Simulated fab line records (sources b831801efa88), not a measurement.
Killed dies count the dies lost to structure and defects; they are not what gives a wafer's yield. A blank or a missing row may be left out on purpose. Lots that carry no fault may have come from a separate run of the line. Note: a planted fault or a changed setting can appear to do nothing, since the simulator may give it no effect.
8D (eight disciplines) problem report, filled in by code | flow gf180mcu | the parts of the form that need people (team, actions taken, sign-off) are left out

## 1. WHAT IS WRONG
Mean of overpolish-run-s at GF_CONTACT_CMP_27: 0.038 s across 9 wafers in 3 lots; on wafers with no fault it is 15.000 s (standard deviation 0.0091). That is -99 or more standard deviations from the usual mean.
The step: polishes, stops on SiO2, t overpolish 15 s, target thk 0 nm.
Seen first at day 20 17:47 on cmp-01, wafer L531.1. Wafers with a number at this step in the record: 42, from 14 lots. By rule, "out" or "out of limits" means more than 4 standard deviations away from the usual mean. Any other wafer with a number is counted as sound.

## 2. WHAT IT IS; WHAT IT IS NOT
question                    | is                                   | is not
which readings at this step | overpolish-run-s, time-to-endpoint-s | motor-current-A
which lots                  | L531, L532, L533                     | L520, L521, L524, L525, L526, L527, L528, L530, L535, L541, L542
which wafers of those lots  | all that have a number               | -
read on which tools         | cmp-01                               | cmp-02
when                        | from day 20 17:47                    | up to then (24 sound wafers); but 9 sound wafers of L535, L541, L542 came after

## 3. SUSPECTS, AND WHAT RULES EACH OUT
Counting: any tool at a process step up to the reading is kept as a suspect provided that every lot that is out went through it and no sound lot did after the first of them.
- cmp-01 at GF_CONTACT_CMP_27 (polishes, stops on SiO2, t overpolish 15 s, target thk 0 nm): kept. All lots that are out passed through it, beginning with L531 at day 20 17:47, and no sound lot followed; its final sound lot before that point was L528 at day 19 13:58. Its own overpolish-run-s, time-to-endpoint-s readings are out on those wafers.
Left after counting: cmp-01 at GF_CONTACT_CMP_27.

## 4. THE CAUSE (what the simulator had put in)
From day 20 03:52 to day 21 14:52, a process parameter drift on cmp-01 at GF_CONTACT_CMP_27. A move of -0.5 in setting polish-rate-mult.
The count eliminated every tool but this one.

## 5. THE CHAIN OF EFFECTS, in route order
Rows list readings where the struck wafers' mean (over those with a number) sits beyond 3 standard deviations from the usual. Only readings for which the record gives a usual standard deviation are gone through. hours: the time from each lot's start at the first step in this table that gives one to its start at this step, as a median over the lots. sigmas: the change in usual standard deviations.
hours | step                    | reading            | usual    | on struck wafers | change  | sigmas
0     | GF_CONTACT_CMP_27       | overpolish-run-s   | 15.000 s | 0.038            | -14.962 | -99 or more
0     | GF_CONTACT_CMP_27       | time-to-endpoint-s | 71 s     | 108              | +37     | +8.2
280   | GF_PASSIVATION_PROBE_99 | killed-at-contacts | 5.8      | 450.0            | +444.2  | +99 or more
280   | GF_PASSIVATION_PROBE_99 | killed-dies        | 49       | 492              | +443    | +61
280   | GF_PASSIVATION_PROBE_99 | killed-on-rim      | 9        | 96               | +87     | +26
Here are the process steps it includes:
- GF_CONTACT_CMP_27: polishes, stops on SiO2, t overpolish 15 s, target thk 0 nm.
- GF_PASSIVATION_PROBE_99

## 6. HOW IT WOULD HAVE BEEN CAUGHT EARLIER
14 hours passed between the start of the fault at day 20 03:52 and the first reading out of limits in this record, taken at day 20 17:47.
